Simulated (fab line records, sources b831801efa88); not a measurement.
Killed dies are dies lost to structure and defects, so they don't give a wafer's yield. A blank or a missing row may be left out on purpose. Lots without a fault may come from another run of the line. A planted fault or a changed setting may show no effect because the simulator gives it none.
Which tool did it? | flow gf180mcu | 6 lots, 18 wafers sampled, at 3 steps of a route of 602

WHAT THE GAUGES READ, wafer by wafer
GF_V4_THK_MEAS_03.
lot  | measured     | on            | V4_CVD_02_THK (nm)
L303 | day 24 14:24 | film_metro-04 | 852 840 852
L313 | day 28 05:20 | film_metro-02 | 861 869 867
L316 | day 28 20:48 | film_metro-04 | 858 851 863
L318 | day 29 12:05 | film_metro-03 | 842 846 840
L320 | day 30 03:19 | film_metro-02 | 859 833 841
L323 | day 30 14:56 | film_metro-02 | 856 876 858

WHICH TOOL RAN EACH LOT (tool, then ch and the chambers of the sampled wafers, then the start)
lot  | GF_V3_ETCH_16                      | GF_V4_CVD_02
L303 | rie_diel-01 ch 2,3, day 23 12:37   | pecvd-01 ch 0,1,2, day 24 14:20
L313 | rie_diel-04 ch 0,1,2, day 27 06:19 | pecvd-04 ch 0,1, day 28 05:13
L316 | rie_diel-03 ch 0,2,3, day 27 22:38 | pecvd-03 ch 0,1,2, day 28 20:43
L318 | rie_diel-03 ch 0,2, day 28 14:22   | pecvd-03 ch 0,1, day 29 12:01
L320 | rie_diel-01 ch 0,1,2, day 29 06:22 | pecvd-04 ch 0,1,2, day 30 03:15
L323 | rie_diel-03 ch 0,3, day 29 17:23   | pecvd-03 ch 0,1,2, day 30 14:52
- GF_V3_ETCH_16: etches BARC in N2/H2.
- GF_V4_CVD_02: deposits SiO2 from TEOS, target thk 850 nm, time 94.851 s.

THE ANSWER, worked out from the rows above alone
Rule: what is usual is taken from the lots themselves. Put in order of their means at a reading, lots are off if they are a third of the lots or fewer, leave a main group of 4 or more, and stand apart from it by a gap of 3 or more times the standard deviation of the main group's means; of several such gaps the widest counts. A main group whose means are all the same, to the digits that the tables above print for the reading, isn't used. A lot without any number at a reading at which 4 lots or more have one is off too. The other lots that the step has rows for count as sound.
No lot is off at any reading shown: from this, nothing can be told.

WHAT THE SIMULATOR HAD PUT IN
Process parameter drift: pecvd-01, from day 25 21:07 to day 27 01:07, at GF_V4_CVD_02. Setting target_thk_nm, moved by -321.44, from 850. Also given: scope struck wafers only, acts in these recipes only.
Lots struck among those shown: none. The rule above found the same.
